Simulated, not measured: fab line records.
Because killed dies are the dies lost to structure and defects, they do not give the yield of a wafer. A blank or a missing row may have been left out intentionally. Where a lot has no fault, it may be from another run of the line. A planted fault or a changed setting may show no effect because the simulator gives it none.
Matching of chambers	flow sky130	4 sister chambers for SKY_VIA3_ETCH_14 on rieDiel-01
The step etches BARC in N2/H2, stops on SiO2, time 45.9 s, target depth 60 nm. 4 wafers are shown with their chamber, then 8 later ones without.

## WAFERS WITH THEIR CHAMBER
wafer	chamber	oesProductAu (a.u.)
L533.2	0	0.854
L538.3	2	0.850
L538.5	1	0.852
L542.1	3	0.850

## WAFERS MISSING THEIR CHAMBER
wafer	oesProductAu (a.u.)
L542.5	0.841
L542.6	0.850
L544.2	0.851
L544.3	0.855
L544.4	0.845
L547.1	0.865
L547.3	0.866
L547.4	0.849

## WHICH CHAMBER EACH WENT THROUGH
wafer	from the rows above	in truth
L542.5	can't be placed: 2 or 3 or 1 or 0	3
L542.6	can't be placed: 2 or 3 or 1 or 0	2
L544.2	can't be placed: 1 or 2 or 3 or 0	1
L544.3	can't be placed: 0 or 1 or 2 or 3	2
L544.4	can't be placed: 2 or 3 or 1 or 0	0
L547.1	can't be placed: 0 or 1 or 2 or 3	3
L547.3	can't be placed: 0 or 1 or 2 or 3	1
L547.4	can't be placed: 2 or 3 or 1 or 0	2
Placed correctly: 0 of 8. Unplaceable from these rows: 8, with the true chamber sitting among the candidates in 8. Placed wrongly: 0.
How it was worked out, from the rows above alone: a wafer's distance from a chamber is the root of the sum, over the readings, of the square of ((its reading less the chamber's mean) divided by the reading's scatter). If the next closest chamber is less than 2 further off than the closest, the wafer can't be placed; otherwise it belongs to the closest. The mean given for a chamber averages the wafers shown for that chamber. The scatter (one wafer shown for each chamber): square how far every hidden wafer sits from the nearest shown wafer, average those squares and take the square root.
